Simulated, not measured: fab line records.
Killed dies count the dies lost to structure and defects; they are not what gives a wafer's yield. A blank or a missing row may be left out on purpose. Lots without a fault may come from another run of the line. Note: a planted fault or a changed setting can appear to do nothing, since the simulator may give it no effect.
fab line records -- flow sky130
record: lots: 7, wafers: 21, lastDay: 50
route steps=708 shown POLY_GATE@218 PAD_OPEN@708
lots that met no fault: from a run of the same line without faults
startH: hours from the record's opening day to when the first of the lot's shown wafers began -- waitH: hours elapsed since this lot's preceding step -- " unchanged from the row above -- L1.1+2: a row that stands for several wafers -- - either no value or no given start -- * or withheld: withheld -- < > ~ a bound
route shown NAME@n: a module of which the file shows steps, and the number in the route of the first -- usual: mean and standard deviation over wafers with no fault -- same: alike in all rows -- chamber/n: place in a boat -- sites: each site's reading -- _std_site: the standard deviation of these -- _edge_site: the outer-site mean with the inner-site mean subtracted -- radiusMm: how far each site lies from the wafer's centre -- mask NAME#n: copy n -- behind: the most recent tool/chamber to have shaped the wafer -- hold: reason for holding the lot/hours on hold/outcome of the hold -- device: names the non-switching transistor (n, p or np) -- end of line: the route-end tests of the same wafers -- a step with no rows: only its recipe -- killed: dies lost to structure and defects at the first sort, not the wafer's yield -- map: the dies of a wafer, with x for killed, . for not killed, _ for no die there
set.NAME: the setting that was run; set.NAME@STEP: the one run at that earlier step -- model.NAME: the simulator's own value behind a step, which no gauge read
a table for each step, a row for each wafer; lots at some steps of the route
services: a tool's chamber out of use, with start hour (startH, from the record's first day; less than 0 if before it), hours out, and reason
== steps ==
step: SKY_POLY_GATE_THK_MEAS_04
recipe: reads: Si3N4_of_POLY_GATE_CVD_03
usual: POLY_GATE_CVD_03_THK: 75.3/0.64
lot.wafer,tool,chamber,startH,waitH,POLY_GATE_CVD_03_THK[nm]
L957.1,filmMetro-04,-,367.09,0.0,75.3
L957.3,filmMetro-04,-,367.09,0.0,75.4
L957.6,filmMetro-04,-,367.09,0.0,75.1
L958.2,filmMetro-04,-,371.25,0.0,74.7
L958.4,filmMetro-04,-,371.25,0.0,75.2
L958.6,filmMetro-04,-,371.25,0.0,75.0
L962.1,filmMetro-04,-,423.68,0.0,75.8
L962.3,filmMetro-04,-,423.68,0.0,75.6
L962.6,filmMetro-04,-,423.68,0.0,75.8
L963.3,filmMetro-03,-,423.70,0.0,74.6
L963.4,filmMetro-03,-,423.70,0.0,74.7
L963.5,filmMetro-03,-,423.70,0.0,74.3
L964.2,filmMetro-01,-,429.85,0.0,74.7
L964.3,filmMetro-01,-,429.85,0.0,74.5
L964.6,filmMetro-01,-,429.85,0.0,74.8
L973.4,filmMetro-01,-,512.83,0.0,76.2
L973.5,filmMetro-01,-,512.83,0.0,75.8
L973.6,filmMetro-01,-,512.83,0.0,75.9
L976.2,filmMetro-03,-,549.58,0.0,75.1
L976.4,filmMetro-03,-,549.58,0.0,75.4
L976.6,filmMetro-03,-,549.58,0.0,75.2
step: SKY_POLY_GATE_DEHYDRATE_05
recipe: tempC: 200, timeS: 60
step: SKY_POLY_GATE_HMDS_06
recipe: primeTimeS: 60, primeTempC: 120
step: SKY_POLY_GATE_COAT_07
recipe: resist: BARC, tempC: withheld, timeS: withheld, spinRpm: 3000, resistThkNm: 110
step: SKY_POLY_GATE_COAT_08
recipe: resist: KrF-thick, spinRpm: 3000, resistThkNm: 450
step: SKY_POLY_GATE_SOFTBAKE_09
recipe: tempC: 100.8, timeS: 90, resist: KrF-thick
step: SKY_POLY_GATE_EXPOSE_10
recipe: maskId: P1M, na: 0.68, sourceShape: conventional, sigmaOuter: 0.6, targetCdNm: 150, doseMj: 28
step: SKY_POLY_GATE_PEB_11
recipe: pebTempC: withheld, pebTimeS: withheld, resist: KrF-thick
step: SKY_POLY_GATE_DEVELOP_12
recipe: developTimeS: 60, resist: KrF-thick, devTempC: 21
step: SKY_POLY_GATE_CD_MEAS_13
recipe: targetCdNm: 150
usual: cdNm: 149.7/1.3
lot.wafer,tool,chamber,startH,waitH,cdNm
L957.1,cdSem-02,-,396.44,-,150.4
L957.3,cdSem-02,-,396.44,-,150.7
L957.6,cdSem-02,-,396.44,-,151.0
L958.2,cdSem-01,-,400.23,-,149.7
L958.4,cdSem-01,-,400.23,-,150.1
L958.6,cdSem-01,-,400.23,-,147.8
L963.3,cdSem-01,-,455.00,-,149.3
L963.4,cdSem-01,-,455.00,-,148.8
L963.5,cdSem-01,-,455.00,-,149.7
L962.1,cdSem-02,-,455.12,-,150.9
L962.3,cdSem-02,-,455.12,-,150.1
L962.6,cdSem-02,-,455.12,-,151.4
L964.2,cdSem-02,-,460.24,-,149.9
L964.3,cdSem-02,-,460.24,-,148.7
L964.6,cdSem-02,-,460.24,-,150.0
L973.4,cdSem-01,-,542.48,-,151.0
L973.5,cdSem-01,-,542.48,-,150.9
L973.6,cdSem-01,-,542.48,-,152.6
L976.2,cdSem-01,-,579.34,-,151.3
L976.4,cdSem-01,-,579.34,-,151.5
L976.6,cdSem-01,-,579.34,-,150.7
step: SKY_POLY_GATE_OVL_MEAS_14
usual: POLY_GATE_OVL: -3/5.3
lot.wafer,tool,chamber,startH,waitH,POLY_GATE_OVL[nm]
L957.1,overlay-01,-,396.56,0.1,-9
L957.3,overlay-01,-,396.56,0.1,-4
L957.6,overlay-01,-,396.56,0.1,-2
L958.2,overlay-02,-,400.34,0.1,3
L958.4,overlay-02,-,400.34,0.1,-2
L958.6,overlay-02,-,400.34,0.1,-6
L963.3,overlay-02,-,455.09,0.1,2
L963.4,overlay-02,-,455.09,0.1,5
L963.5,overlay-02,-,455.09,0.1,2
L962.1,overlay-01,-,455.24,0.1,-3
L962.3,overlay-01,-,455.24,0.1,0
L962.6,overlay-01,-,455.24,0.1,-4
L964.2,overlay-02,-,460.35,0.1,-6
L964.3,overlay-02,-,460.35,0.1,-7
L964.6,overlay-02,-,460.35,0.1,-8
L973.4,overlay-02,-,542.56,0.1,-1
L973.5,overlay-02,-,542.56,0.1,-13
L973.6,overlay-02,-,542.56,0.1,6
L976.2,overlay-02,-,579.45,0.1,-6
L976.4,overlay-02,-,579.45,0.1,-9
L976.6,overlay-02,-,579.45,0.1,-5
step: SKY_POLY_GATE_ETCH_15
recipe: chemistry: N2/H2, target: BARC, ionEnergyEv: 200, sourceW: 500, biasW: 100, pressureMtorr: 30, n2FlowSccm: 100, h2FlowSccm: 200, stopOn: SiO2, timeS: 118.5, targetDepthA: 1100
usual: biasW: 100.00/0.29, chamberPressureMTorr: 30.000/0.027, drypumpMotorCurrentA: 5.7/0.49, h2FlowSccm: 200.0/0.6, oesProductAu: 0.716/0.0049, throttleValvePct: 13.212/0.0094
lot.wafer,tool,chamber,startH,waitH,biasW,chamberPressureMTorr,drypumpMotorCurrentA,h2FlowSccm,oesProductAu,rfHoursCounterH,throttleValvePct
L957.1,rieDiel-04,0,396.60,0.0,99.88,30.002,5.5,200.0,0.717,3,13.223
L957.3,rieDiel-04,1,396.60,0.0,99.94,29.996,6.2,199.9,0.721,100,13.225
L957.6,rieDiel-04,3,396.60,0.0,100.46,30.015,6.1,200.1,0.717,-,13.212
L958.2,rieDiel-04,1,400.37,0.0,100.10,30.008,6.2,199.9,0.711,100,13.200
L958.4,rieDiel-04,2,400.37,0.0,99.95,30.028,5.4,199.9,0.723,47,13.198
L958.6,rieDiel-04,2,400.37,0.0,99.81,30.007,5.4,199.2,0.719,-,13.202
L963.3,rieDiel-02,2,455.12,0.0,100.20,30.016,5.3,199.4,0.713,75,13.218
L963.4,rieDiel-02,3,455.12,0.0,99.22,30.045,6.4,199.2,0.718,53,13.219
L963.5,rieDiel-02,1,455.12,0.0,99.72,30.007,5.9,199.8,0.706,-,13.221
L962.1,rieDiel-04,0,455.28,0.0,100.00,30.039,5.5,200.3,0.718,4,13.198
L962.3,rieDiel-04,2,455.28,0.0,99.93,30.007,5.4,199.9,0.712,48,13.200
L962.6,rieDiel-04,0,455.28,0.0,99.92,30.000,5.5,200.5,0.713,-,13.208
L964.2,rieDiel-02,0,460.38,0.0,100.09,30.006,5.2,200.3,0.713,4,13.206
L964.3,rieDiel-02,1,460.38,0.0,99.95,29.975,6.0,200.1,0.717,2,13.204
L964.6,rieDiel-02,3,460.38,0.0,99.78,30.014,6.4,200.8,0.720,-,13.206
L973.4,rieDiel-03,3,542.58,0.0,99.51,29.939,6.5,200.4,0.708,23,13.225
L973.5,rieDiel-03,1,542.58,0.0,100.58,30.063,5.7,200.0,0.716,-,13.225
L973.6,rieDiel-03,2,542.58,0.0,99.99,30.020,4.8,200.6,0.717,-,13.215
L976.2,rieDiel-04,3,579.48,0.0,100.27,29.990,6.1,200.4,0.719,9,13.216
L976.4,rieDiel-04,2,579.48,0.0,99.84,29.979,5.4,199.8,0.709,51,13.202
L976.6,rieDiel-04,3,579.48,0.0,100.19,30.005,6.1,200.1,0.716,-,13.213
step: SKY_POLY_GATE_ETCH_16
recipe: stopOn: poly-Si, chemistry: CH3F/O2, target: Si3N4, sourceW: 400, biasW: 80, pressureMtorr: 25, ch3fFlowSccm: 40, O2_flow_sccm: 30, timeS: 147.5, targetDepthA: 750
usual: O2_flow_sccm: 30.01/0.085, biasW: 80.04/0.23, drypumpMotorCurrentA: 5.7/0.49, oesProductAu: 0.641/0.0058, throttleValvePct: 10.535/0.0091
lot.wafer,tool,chamber,startH,waitH,O2_flow_sccm,biasW,drypumpMotorCurrentA,oesProductAu,rfHoursCounterH,throttleValvePct,model.KrF-thick_of_POLY_GATE_COAT_08.thkNm
L957.1,rieDiel-04,0,396.68,0.0,30.03,79.99,5.5,0.637,3,10.546,232.8
L957.3,rieDiel-04,1,396.68,0.0,29.85,79.73,6.2,0.647,100,10.551,231
L957.6,rieDiel-04,3,396.68,0.0,29.95,80.20,6.1,0.628,-,10.540,234.8
L958.2,rieDiel-04,1,400.45,0.0,29.89,80.13,6.2,0.634,100,10.530,228.8
L958.4,rieDiel-04,2,400.45,0.0,30.09,80.14,5.4,0.643,47,10.531,231.1
L958.6,rieDiel-04,2,400.45,0.0,30.07,80.03,5.4,0.641,-,10.537,230.4
L963.3,rieDiel-02,2,455.20,0.0,-,-,-,-,-,-,345.4
L963.4,rieDiel-02,3,455.20,0.0,-,-,-,-,-,-,345
L963.5,rieDiel-02,1,455.20,0.0,-,-,-,-,-,-,345.9
L962.1,rieDiel-04,0,455.36,0.0,-,-,-,-,-,-,340.4
L962.3,rieDiel-04,2,455.36,0.0,-,-,-,-,-,-,340.7
L962.6,rieDiel-04,0,455.36,0.0,-,-,-,-,-,-,340.9
L964.2,rieDiel-02,0,460.46,0.0,-,-,-,-,-,-,344.3
L964.3,rieDiel-02,1,460.46,0.0,-,-,-,-,-,-,344.6
L964.6,rieDiel-02,3,460.46,0.0,-,-,-,-,-,-,342.7
L973.4,rieDiel-03,3,542.66,0.0,30.06,79.93,6.5,0.649,23,10.549,240.1
L973.5,rieDiel-03,1,542.66,0.0,29.90,79.37,5.6,0.637,-,10.526,237
L973.6,rieDiel-03,2,542.66,0.0,29.96,80.36,4.8,0.642,-,10.520,234
L976.2,rieDiel-04,3,579.56,0.0,30.13,80.10,6.1,0.646,9,10.540,236.2
L976.4,rieDiel-04,2,579.56,0.0,30.11,79.99,5.4,0.640,51,10.524,231.6
L976.6,rieDiel-04,3,579.56,0.0,30.19,79.95,6.1,0.640,-,10.545,236
step: SKY_POLY_GATE_ETCH_17
recipe: targetDepthNm: 180, stopOn: SiO2, overEtchFrac: 0.56667, chemistry: HBr/Cl2, target: poly-Si, icpW: 400, biasW: 100, pressureMtorr: 10, HBr_flow_sccm: 150, Cl2_flow_sccm: 50, timeS: 70.5
usual: HBr_flow_sccm: 150.0/0.45, biasW: 100.01/0.28, drypumpMotorCurrentA: 5.8/0.39, oesProductAu: 0.988/0.0082, throttleValvePct: 33.683/0.0099
same: overEtchFrac: 0.56667
lot.wafer,tool,chamber,startH,waitH,HBr_flow_sccm,biasW,drypumpMotorCurrentA,oesProductAu,rfHoursCounterH,throttleValvePct,model.KrF-thick_of_POLY_GATE_COAT_08.thkNm
L957.1,rieSi-02,2,396.78,0.0,149.4,99.85,5.8,0.990,7,33.666,140.2
L957.3,rieSi-02,0,396.78,0.0,150.0,100.20,6.0,0.990,63,33.688,135.1
L957.6,rieSi-02,3,396.78,0.0,149.6,99.92,6.1,0.999,-,33.685,140.8
L958.2,rieSi-02,3,400.55,0.0,150.6,100.33,6.1,0.984,36,33.669,135
L958.4,rieSi-02,0,400.55,0.0,149.8,99.49,6.0,1.002,63,33.679,134.9
L958.6,rieSi-02,1,400.55,0.0,150.2,100.47,5.9,0.977,-,33.696,138.1
L963.3,rieSi-02,2,455.30,0.0,149.5,99.64,5.8,0.988,7,33.679,252.3
L963.4,rieSi-02,0,455.30,0.0,149.7,99.98,6.0,0.999,64,33.688,250.4
L963.5,rieSi-02,2,455.30,0.0,149.0,100.07,5.7,0.983,-,33.677,252.3
L962.1,rieSi-01,3,455.46,0.0,150.7,100.56,6.2,0.975,2,33.679,249.7
L962.3,rieSi-01,2,455.46,0.0,149.8,100.32,4.9,0.989,66,33.687,245.3
L962.6,rieSi-01,0,455.46,0.0,150.1,100.24,5.5,0.997,-,33.684,246.2
L964.2,rieSi-02,0,460.56,0.0,150.4,100.32,6.0,0.988,64,33.683,248.8
L964.3,rieSi-02,2,460.56,0.0,150.0,100.22,5.8,0.982,7,33.685,250.4
L964.6,rieSi-02,2,460.56,0.0,149.8,100.34,5.8,0.981,-,33.684,249.9
L973.4,rieSi-02,2,542.76,0.0,149.9,100.06,5.8,0.981,7,33.679,146.5
L973.5,rieSi-02,1,542.76,0.0,149.4,100.05,5.8,0.978,-,33.680,144.1
L973.6,rieSi-02,0,542.76,0.0,150.3,100.18,6.0,0.986,-,33.682,139.4
L976.2,rieSi-02,2,579.66,0.0,149.4,100.50,5.8,0.986,7,33.688,141.9
L976.4,rieSi-02,2,579.66,0.0,149.8,100.25,5.7,0.990,-,33.689,136.5
L976.6,rieSi-02,3,579.66,0.0,150.0,99.88,6.1,0.982,-,33.676,142.1
step: SKY_POLY_GATE_STRIP_18
recipe: chemistry: O2/N2, powerW: 1400, pressureMtorr: 1500, platenTempC: withheld, o2FlowSccm: 3000, n2FlowSccm: 300, overashFraction: 0.5
usual: drypumpMotorCurrentA: 5.6/0.44, oesProductAu: 0.360/0.0048, stripTimeToEndpointS: 3.16/0.04
lot.wafer,tool,chamber,startH,waitH,drypumpMotorCurrentA,oesProductAu,rfHoursCounterH,stripTimeToEndpointS
L957.1,plasmaAsher-03,1,396.84,0.0,6.5,0.359,27,3.17
L957.3,plasmaAsher-03,1,396.84,0.0,6.5,0.356,-,3.12
L957.6,plasmaAsher-03,0,396.84,0.0,5.9,0.356,-,3.16
L958.2,plasmaAsher-01,0,400.61,0.0,5.2,0.366,71,3.10
L958.4,plasmaAsher-01,1,400.61,0.0,5.2,0.360,-,3.11
L958.6,plasmaAsher-01,1,400.61,0.0,5.2,0.363,-,3.14
L963.3,plasmaAsher-01,1,455.39,0.1,5.2,0.405,-,4.38
L963.4,plasmaAsher-01,0,455.39,0.1,5.2,0.405,-,4.33
L963.5,plasmaAsher-01,1,455.39,0.1,5.2,0.412,-,4.36
L962.1,plasmaAsher-03,0,455.52,0.0,5.9,0.404,33,4.33
L962.3,plasmaAsher-03,0,455.52,0.0,5.9,0.415,-,4.31
L962.6,plasmaAsher-03,0,455.52,0.0,5.9,0.406,-,4.30
L964.2,plasmaAsher-01,0,460.62,0.0,5.2,0.408,3,4.33
L964.3,plasmaAsher-01,0,460.62,0.0,5.2,0.422,-,4.36
L964.6,plasmaAsher-01,1,460.62,0.0,5.2,0.407,-,4.36
L973.4,plasmaAsher-01,1,542.85,0.1,5.2,0.366,-,3.21
L973.5,plasmaAsher-01,1,542.85,0.1,5.2,0.354,-,3.19
L973.6,plasmaAsher-01,0,542.85,0.1,5.2,0.361,-,3.15
L976.2,plasmaAsher-02,1,579.71,0.0,5.5,0.365,76,3.19
L976.4,plasmaAsher-02,0,579.71,0.0,5.9,0.363,-,3.14
L976.6,plasmaAsher-02,0,579.71,0.0,5.8,0.365,-,3.19
step: SKY_POLY_GATE_CLEAN_19
recipe: chemistry: SC1/SC2, mix: 1:4:20, tempC: 70, timeS: 150, dry: n2Spin
step: SKY_PAD_OPEN_PROBE_99
usual: killed_at_M0_to_M3: 42/6.9, killed_at_M4_up: 3.2/1.7, killedAtContacts: 25/5.1, killedAtFrontEnd: 15/4.5, killedAtOther: 0.4/0.63, killedDies: 86/9.3, killedOnRim: 17/3.9, killedOpen: 46/7, killedShort: 39/6.9
same: grossDies: 492, killedAtBackSide: 0
lot.wafer,tool,chamber,startH,waitH,hold,killed_at_M0_to_M3,killed_at_M4_up,killedAtContacts,killedAtFrontEnd,killedAtOther,killedDies,killedOnRim,killedOpen,killedShort
L957.1,prober-02,-,1096.49,0.1,-,51,5,26,18,0,100,22,58,42
L957.3,prober-02,-,1096.59,0.2,-,46,4,31,19,0,100,21,54,46
L957.6,prober-02,-,1096.74,0.2,-,49,3,23,21,1,97,20,52,45
L958.2,prober-01,-,1103.03,0.1,-,36,1,25,23,1,86,21,50,35
L958.4,prober-01,-,1103.13,0.2,-,40,2,33,20,1,96,21,61,33
L958.6,prober-01,-,1103.23,0.2,-,47,2,26,22,1,98,21,54,42
L963.3,prober-01,-,1132.18,0.2,awaitDispo/3.0h/scrap,34,5,19,433,1,492,96,32,43
L963.4,prober-01,-,1132.23,0.2,awaitDispo/3.0h/scrap,45,5,36,405,1,492,96,52,39
L963.5,prober-01,-,1132.28,0.2,awaitDispo/3.0h/scrap,47,1,28,413,3,492,96,53,40
L962.1,prober-01,-,1136.45,0.1,awaitDispo/2.2h/scrap,44,2,29,417,0,492,96,59,31
L962.3,prober-01,-,1136.55,0.2,awaitDispo/2.2h/scrap,49,3,28,411,1,492,96,48,55
L962.6,prober-01,-,1136.70,0.2,awaitDispo/2.2h/scrap,44,1,26,421,0,492,96,47,35
L964.2,prober-02,-,1138.60,0.1,awaitDispo/1.5h/scrap,54,5,25,407,1,492,96,57,44
L964.3,prober-02,-,1138.65,0.2,awaitDispo/1.5h/scrap,50,2,27,413,0,492,96,55,37
L964.6,prober-02,-,1138.80,0.2,awaitDispo/1.5h/scrap,50,3,22,416,1,492,96,52,38
L973.4,prober-01,-,1187.30,0.2,-,43,0,15,15,0,73,16,44,29
L973.5,prober-01,-,1187.35,0.2,-,46,3,29,10,0,88,17,48,40
L973.6,prober-01,-,1187.40,0.2,-,45,3,35,16,0,99,21,58,41
L976.2,prober-01,-,1208.08,0.1,-,47,2,30,13,0,92,18,53,39
L976.4,prober-01,-,1208.18,0.2,-,46,4,28,7,0,85,19,40,45
L976.6,prober-01,-,1208.28,0.2,-,45,2,27,22,0,96,18,48,48
killed by level:class
L957.1 VIA1:geometricParticle:open=16 LI_CONTACT:geometricParticle:open=10 VIA3:geometricParticle:open=9 CONTACT:geometricParticle:short=7 VIA2:geometricParticle:open=5 CONTACT:geometricParticle:open=5 METAL2:geometricParticle:short=5 METAL1:geometricParticle:short=5
L957.3 CONTACT:geometricParticle:open=13 VIA1:geometricParticle:open=12 CONTACT:geometricParticle:short=8 POLY_GATE:geometricParticle:open=5 METAL1:geometricParticle:short=5 METAL2:geometricParticle:short=5 VIA2:geometricParticle:open=5 VIA3:geometricParticle:open=5
L957.6 VIA1:geometricParticle:open=11 LI_CONTACT:geometricParticle:open=10 FIELD_ISO:geometricParticle:open=6 CONTACT:geometricParticle:open=6 METAL2:geometricParticle:short=6 POLY_GATE:geometricParticle:short=5 METAL1:geometricParticle:short=5 VIA1:geometricParticle:short=4
L958.2 LI_CONTACT:geometricParticle:open=9 VIA3:geometricParticle:open=8 VIA2:geometricParticle:open=7 CONTACT:geometricParticle:open=7 POLY_GATE:geometricParticle:short=6 CONTACT:geometricParticle:short=5 POLY_GATE:geometricParticle:open=4 VIA1:geometricParticle:open=4
L958.4 CONTACT:geometricParticle:open=15 VIA3:geometricParticle:open=12 LI_CONTACT:geometricParticle:open=11 VIA1:geometricParticle:open=7 FIELD_ISO:geometricParticle:open=4 VIA1:geometricParticle:short=4 METAL2:geometricParticle:short=4 VIA2:geometricParticle:short=4
L958.6 VIA1:geometricParticle:open=10 CONTACT:geometricParticle:short=9 VIA3:geometricParticle:open=9 LI_CONTACT:geometricParticle:open=8 CONTACT:geometricParticle:open=7 POLY_GATE:geometricParticle:short=6 METAL3:geometricParticle:short=6 FIELD_ISO:geometricParticle:open=4
L963.3 POLY_GATE:areaEtch=415 CONTACT:geometricParticle:open=8 FIELD_ISO:geometricParticle:short=7 VIA1:geometricParticle:open=6 METAL2:geometricParticle:short=6 CONTACT:geometricParticle:short=5 METAL3:geometricParticle:short=5 VIA3:geometricParticle:open=5
L963.4 POLY_GATE:areaEtch=400 VIA1:geometricParticle:open=14 CONTACT:geometricParticle:open=12 LI_CONTACT:geometricParticle:open=9 CONTACT:geometricParticle:short=8 VIA2:geometricParticle:open=7 METAL1:geometricParticle:short=5 VIA3:geometricParticle:open=4
L963.5 POLY_GATE:areaEtch=399 CONTACT:geometricParticle:open=12 VIA1:geometricParticle:open=12 VIA3:geometricParticle:open=10 METAL2:geometricParticle:short=9 CONTACT:geometricParticle:short=8 LI_CONTACT:geometricParticle:open=5 VIA2:geometricParticle:open=4
L962.1 POLY_GATE:areaEtch=402 VIA1:geometricParticle:open=12 LI_CONTACT:geometricParticle:open=11 POLY_GATE:geometricParticle:open=7 CONTACT:geometricParticle:open=7 VIA3:geometricParticle:open=7 VIA2:geometricParticle:open=6 METAL1:geometricParticle:short=5
L962.3 POLY_GATE:areaEtch=389 CONTACT:geometricParticle:open=12 METAL2:geometricParticle:short=10 FIELD_ISO:geometricParticle:short=9 VIA1:geometricParticle:open=8 METAL3:geometricParticle:short=5 LI_CONTACT:geometricParticle:open=5 CONTACT:geometricParticle:short=5
L962.6 POLY_GATE:areaEtch=410 VIA1:geometricParticle:open=14 CONTACT:geometricParticle:open=10 METAL2:geometricParticle:short=6 LI_CONTACT:geometricParticle:short=5 LI_CONTACT:geometricParticle:open=5 VIA3:geometricParticle:open=5 VIA1:geometricParticle:short=5
L964.2 POLY_GATE:areaEtch=389 CONTACT:geometricParticle:open=12 METAL1:geometricParticle:short=9 VIA1:geometricParticle:open=9 VIA2:geometricParticle:open=8 METAL2:geometricParticle:short=7 VIA2:geometricParticle:short=7 VIA3:geometricParticle:open=6
L964.3 POLY_GATE:areaEtch=399 CONTACT:geometricParticle:open=10 VIA1:geometricParticle:open=10 LI_CONTACT:geometricParticle:open=8 VIA2:geometricParticle:open=7 VIA1:geometricParticle:short=6 VIA3:geometricParticle:open=6 VIA2:geometricParticle:short=5
L964.6 POLY_GATE:areaEtch=399 VIA1:geometricParticle:open=16 VIA2:geometricParticle:open=9 CONTACT:geometricParticle:open=8 METAL1:geometricParticle:short=6 POLY_GATE:geometricParticle:open=5 LI_CONTACT:geometricParticle:open=5 CONTACT:geometricParticle:short=5
L973.4 VIA2:geometricParticle:open=9 POLY_GATE:geometricParticle:open=8 VIA1:geometricParticle:open=7 VIA1:geometricParticle:short=6 CONTACT:geometricParticle:open=6 VIA3:geometricParticle:open=5 LI_CONTACT:geometricParticle:open=4 METAL2:geometricParticle:short=4
L973.5 VIA1:geometricParticle:open=12 METAL2:geometricParticle:short=8 LI_CONTACT:geometricParticle:open=7 CONTACT:geometricParticle:open=7 CONTACT:geometricParticle:short=7 VIA2:geometricParticle:open=6 VIA3:geometricParticle:open=6 METAL1:geometricParticle:short=5
L973.6 CONTACT:geometricParticle:open=15 VIA1:geometricParticle:open=15 LI_CONTACT:geometricParticle:open=7 FIELD_ISO:geometricParticle:short=6 CONTACT:geometricParticle:short=6 VIA3:geometricParticle:open=6 VIA2:geometricParticle:open=5 FIELD_ISO:geometricParticle:open=4
L976.2 VIA1:geometricParticle:open=15 CONTACT:geometricParticle:short=9 CONTACT:geometricParticle:open=8 METAL1:geometricParticle:short=8 LI_CONTACT:geometricParticle:open=7 VIA3:geometricParticle:open=6 VIA2:geometricParticle:open=4 POLY_GATE:geometricParticle:open=3
L976.4 VIA1:geometricParticle:open=12 LI_CONTACT:geometricParticle:open=7 CONTACT:geometricParticle:short=6 METAL1:geometricParticle:short=6 CONTACT:geometricParticle:open=6 LOCAL_INTERCONNECT:geometricParticle:short=6 VIA1:geometricParticle:short=6 METAL2:geometricParticle:short=6
L976.6 VIA1:geometricParticle:open=11 LOCAL_INTERCONNECT:geometricParticle:short=8 LI_CONTACT:geometricParticle:open=7 CONTACT:geometricParticle:short=7 METAL1:geometricParticle:short=7 POLY_GATE:geometricParticle:short=6 VIA3:geometricParticle:open=6 CONTACT:geometricParticle:open=5
map L962.1 (x killed, . not)
__________xxxxxxxxxx_________
________xxxxxxxxxxxxxx_______
______xxxxxxxxxxxxxxxxxx_____
_____xxxxxxxxxxxxxxxxxxxx____
____xxxxxxxxxxxxxxxxxxxxxx___
___xxxxxxxxxxxxxxxxxxxxxxxx__
__xxxxxxxxxxxxxxxxxxxxxxxxxx_
_xxxxxxxxxxxxxxxxxxxxxxxxxxxx
_xxxxxxxxxxxxxxxxxxxxxxxxxxxx
_xxxxxxxxxxxxxxxxxxxxxxxxxxxx
_xxxxxxxxxxxxxxxxxxxxxxxxxxxx
_xxxxxxxxxxxxxxxxxxxxxxxxxxxx
_xxxxxxxxxxxxxxxxxxxxxxxxxxxx
_xxxxxxxxxxxxxxxxxxxxxxxxxxxx
_xxxxxxxxxxxxxxxxxxxxxxxxxxxx
__xxxxxxxxxxxxxxxxxxxxxxxxxx_
___xxxxxxxxxxxxxxxxxxxxxxxx__
____xxxxxxxxxxxxxxxxxxxxxx___
_____xxxxxxxxxxxxxxxxxxxx____
______xxxxxxxxxxxxxxxxxx_____
________xxxxxxxxxxxxxx_______
__________xxxxxxxxxx_________
map L963.3 (x killed, . not)
__________xxxxxxxxxx_________
________xxxxxxxxxxxxxx_______
______xxxxxxxxxxxxxxxxxx_____
_____xxxxxxxxxxxxxxxxxxxx____
____xxxxxxxxxxxxxxxxxxxxxx___
___xxxxxxxxxxxxxxxxxxxxxxxx__
__xxxxxxxxxxxxxxxxxxxxxxxxxx_
_xxxxxxxxxxxxxxxxxxxxxxxxxxxx
_xxxxxxxxxxxxxxxxxxxxxxxxxxxx
_xxxxxxxxxxxxxxxxxxxxxxxxxxxx
_xxxxxxxxxxxxxxxxxxxxxxxxxxxx
_xxxxxxxxxxxxxxxxxxxxxxxxxxxx
_xxxxxxxxxxxxxxxxxxxxxxxxxxxx
_xxxxxxxxxxxxxxxxxxxxxxxxxxxx
_xxxxxxxxxxxxxxxxxxxxxxxxxxxx
__xxxxxxxxxxxxxxxxxxxxxxxxxx_
___xxxxxxxxxxxxxxxxxxxxxxxx__
____xxxxxxxxxxxxxxxxxxxxxx___
_____xxxxxxxxxxxxxxxxxxxx____
______xxxxxxxxxxxxxxxxxx_____
________xxxxxxxxxxxxxx_______
__________xxxxxxxxxx_________
== services ==
tool,chamber,startH,hours,kind
rieDiel-03,-,382.88,14.6,pm
rieDiel-04,1,390.74,4.7,repair
rieDiel-02,-,396.50,15.6,pm
plasmaAsher-03,-,405.95,3.6,repair
rieDiel-03,-,409.57,2.8,pm
rieDiel-03,-,412.41,1.5,repair
plasmaAsher-01,-,421.25,9.0,pm
rieSi-02,2,426.83,8.6,repair
rieDiel-02,1,428.35,3.4,repair
rieDiel-02,1,434.06,8.6,repair
rieSi-02,-,454.21,0.3,repair
rieDiel-04,1,455.01,-,clean
rieDiel-04,1,455.01,18.3,scheduledDown
rieDiel-04,1,455.01,18.3,ventCycle
rieSi-02,0,461.38,-,clean
rieSi-02,2,487.62,15.6,repair
rieDiel-02,2,504.62,3.5,repair
rieDiel-04,3,505.87,12.1,repair
rieDiel-02,-,534.77,0.5,repair
rieSi-02,-,561.74,4.0,repair
plasmaAsher-01,-,565.73,2.4,repair
rieDiel-03,2,569.21,6.6,repair
rieSi-01,1,575.31,2.5,repair
rieSi-02,0,577.69,2.6,repair
== key ==
firstSign: step: SKY_POLY_GATE_ETCH_16, reading: toolRecord, direction: missing
effect: step: SKY_POLY_GATE_STRIP_18, reading: stripTimeToEndpointS, direction: up, sigmas: 29, usual: *, struck: *
effect: step: SKY_PAD_OPEN_PROBE_99, reading: killedAtFrontEnd, direction: up, sigmas: 89, usual: 15, struck: 415
modelEffect: step: SKY_POLY_GATE_ETCH_16, value: KrF-thick_of_POLY_GATE_COAT_08.thkNm, without: 231.1, struck: 343.3
modelEffect: step: SKY_POLY_GATE_ETCH_17, value: KrF-thick_of_POLY_GATE_COAT_08.thkNm, without: 137.2, struck: 249.5
moreKillsBornAt: SKY_POLY_GATE_ETCH_16@rieDiel-02: 2395, SKY_POLY_GATE_ETCH_16@rieDiel-04: 1192
metAt SKY_POLY_GATE_ETCH_16
struckWafers L962.1,L962.3,L962.6,L963.3,L963.4,L963.5,L964.2,L964.3,L964.6
laterRowsLeftOut L962.1,L962.3,L962.6,L963.3,L963.4,L963.5,L964.2,L964.3,L964.6
testerLeftOut L962,L963,L964
onsetBetween 400.45 455.20
fault: kind: skippedStepWhole, tool: rieDiel-02,rieDiel-04, chamber: -, onsetH: 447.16, steps: SKY_POLY_GATE_ETCH_16, scope: struckLotsOnly
testerLeftOut: of these lots the tester's yield and bins aren't shown, on N5 and GAA mostly nor the transistor test; their killed dies are dies lost to structure and defects alone, not to doping, threshold or leakage, so they don't give the yield
laterRowsLeftOut: the simulator's readings of these wafers behind a module that went badly wrong aren't trusted and aren't shown, but for the sort
